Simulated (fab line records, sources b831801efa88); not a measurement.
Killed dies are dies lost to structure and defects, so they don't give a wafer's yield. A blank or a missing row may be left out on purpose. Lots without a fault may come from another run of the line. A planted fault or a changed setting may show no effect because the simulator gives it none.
One fault seen from 2 desks | flow sky130 | each desk has only its own numbers; what lay behind them comes last

THE TOOL OWNER'S DESK: implanter-02
The tool's own readings at SKY_LDD_N_IMPLANT_14: means of the sampled wafers that have a number, for each lot that ran on this tool. A lot is out of limits, marked OUT, if its mean lies more than 4 standard deviations from the usual mean; the brackets give that distance.
Columns: A = beam_energy_keV at SKY_LDD_N_IMPLANT_14, usual 49.997; B = faraday_current_uA at SKY_LDD_N_IMPLANT_14, usual 28.1; C = rotation_deg at SKY_LDD_N_IMPLANT_14, usual 180.00 degrees
lot  | first seen here | A                        | B    | C
L748 | day 19 05:51    | 50.010                   | 28.1 | 180.02
L750 | day 19 23:55    | 49.987                   | 27.9 | 180.01
L751 | day 20 09:38    | 50.011                   | 28.3 | 180.01
L755 | day 21 19:58    | 50.014                   | 28.1 | 180.03
L758 | day 23 00:26    | 52.579 (+99 or more) OUT | 28.1 | 179.99
L759 | day 23 15:56    | 52.559 (+99 or more) OUT | 29.0 | 180.06
L761 | day 24 01:02    | 52.590 (+99 or more) OUT | 28.0 | 179.99
This desk's finding: out of limits on L758, L759, L761; first on L758, day 23 00:26 (beam_energy_keV at SKY_LDD_N_IMPLANT_14). In limits: L748, L750, L751, L755.

THE METROLOGY DESK
What the gauges read, lot by lot, whatever tool the lot ran on: means of the sampled wafers that have a number. A lot is out of limits, marked OUT, if its mean lies more than 4 standard deviations from the usual mean; the brackets give that distance.
Columns: A = POLY_GATE_TW at SKY_RES_PROTECT_TW_MEAS_08, usual 4017; B = LDD_HVN_OVL at SKY_LDD_HVN_OVL_MEAS_07, usual -1.1 nm; C = LI_CONTACT_HDPCVD_THK at SKY_LI_CONTACT_THK_MEAS_01, usual 929 nm
lot  | first seen here | A    | B    | C
L745 | day 15 00:53    | 4104 | -1.7 | 943
L747 | day 15 14:56    | 4105 | -1.6 | 942
L749 | day 16 10:50    | 4034 | -1.4 | 923
L748 | day 16 11:08    | 3955 | 0.1  | 932
L750 | day 17 06:41    | 4005 | -2.2 | 921
L751 | day 17 16:14    | 3992 | -0.6 | 924
L752 | day 18 07:01    | 4032 | 1.2  | 923
L755 | day 19 01:49    | 4033 | -1.1 | 934
L758 | day 20 06:32    | 4010 | -1.8 | 929
L759 | day 20 22:14    | 4100 | -1.6 | 928
L761 | day 21 06:56    | 4028 | -0.3 | 932
L766 | day 22 18:44    | 4002 | -1.0 | 933
L765 | day 23 01:07    | 3931 | -2.2 | 927
L768 | day 23 09:00    | 4077 | -2.4 | 922
This desk's finding: nothing out of limits on any of the 14 lots.

PUT TOGETHER
The tool owner's desk could have raised an alarm at day 23 00:26, on L758, L759, L761.
The metrology desk saw nothing out of limits.
The metrology desk has L758, L759, L761 on record, within its limits.
Of the lots named, all ran SKY_LDD_N_IMPLANT_14 on implanter-02.

WHAT THE SIMULATOR HAD PUT IN
Process parameter drift: implanter-02, from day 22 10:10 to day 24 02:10, at SKY_LDD_N_IMPLANT_14. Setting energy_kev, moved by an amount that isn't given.
Lots struck among those shown: L758, L759, L761.
Hours from the fault's start to each desk's first reading out of limits: the tool owner's desk, 14.
